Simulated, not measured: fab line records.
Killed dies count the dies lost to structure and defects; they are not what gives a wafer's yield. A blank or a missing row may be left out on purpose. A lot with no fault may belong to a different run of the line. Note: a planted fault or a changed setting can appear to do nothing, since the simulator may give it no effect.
A single fault, viewed from 2 desks || flow sky130 || numbers are kept per desk, each desk with only its own; the story behind them comes last

## AT THE METROLOGY DESK
Means of the sampled wafers that have a number, per lot and without regard to the tool the lot ran on: this is what the gauges read. The brackets show how far a lot's mean lies from the usual mean; more than 4 standard deviations puts the lot out of limits, marked OUT.
Columns: A = VIA4_OVL at SKY_VIA4_OVL_MEAS_11, usual 0.1 nm; B = VIA4_W_RS at SKY_VIA4_RS_MEAS_19, usual 0.226 ohm/sq; C = VIA4_W_THK at SKY_VIA4_THK_MEAS_20, usual 512 nm
{"lot": "L618", "first seen here": "day 44 13:01", "A": -0.1, "B": 0.221, "C": 522}
{"lot": "L628", "first seen here": "day 46 12:33", "A": -1.4, "B": 0.229, "C": 503}
{"lot": "L627", "first seen here": "day 46 15:11", "A": 0.1, "B": 0.225, "C": 509}
{"lot": "L630", "first seen here": "day 47 10:27", "A": 1.2, "B": 0.226, "C": 509}
{"lot": "L636", "first seen here": "day 48 15:42", "A": 0.6, "B": 0.221, "C": 523}
This desk's finding: nothing out of limits on any of the 5 lots.

## FOR THE TOOL OWNER'S DESK: pvd-sputter-02
The tool's own readings at SKY_METAL5_SPUTTER_00 (material Ti, target thk 15 nm, time 10 s): means of the sampled wafers that have a number, for each lot that ran on this tool. The brackets show how far a lot's mean lies from the usual mean; more than 4 standard deviations puts the lot out of limits, marked OUT.
Columns: A = cathode-dc-power-W at SKY_METAL5_SPUTTER_00, usual 3000.2 W; B = chamber-pressure-pa at SKY_METAL5_SPUTTER_00, usual 0.3999 Pa; C = throttle-valve-pct at SKY_METAL5_SPUTTER_00, usual 30.3 %
{"lot": "L618", "first seen here": "day 44 14:33", "A": 3000.0, "B": 0.4003, "C": 30.0}
{"lot": "L627", "first seen here": "day 46 16:34", "A": "3104.5 (+99 or more) OUT", "B": 0.4001, "C": 30.6}
This desk's finding: out of limits on L627; first on L627, day 46 16:34 (cathode-dc-power-W at SKY_METAL5_SPUTTER_00). Within limits: L618.

## ALL TOGETHER
On L627, at day 46 16:34, an alarm was possible from the tool owner's desk.
At the metrology desk, nothing out of limits was observed.
The metrology desk has L627 on record, within its limits.
Every lot named ran SKY_METAL5_SPUTTER_00 on pvd-sputter-02.

## WHAT HAD BEEN PUT IN BY THE SIMULATOR
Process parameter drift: pvd-sputter-02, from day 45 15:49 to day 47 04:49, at SKY_METAL5_SPUTTER_00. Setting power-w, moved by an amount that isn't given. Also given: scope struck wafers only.
Shown lots that were struck: L627.
Hours from the fault's start to each desk's first reading out of limits: the tool owner's desk, 25.
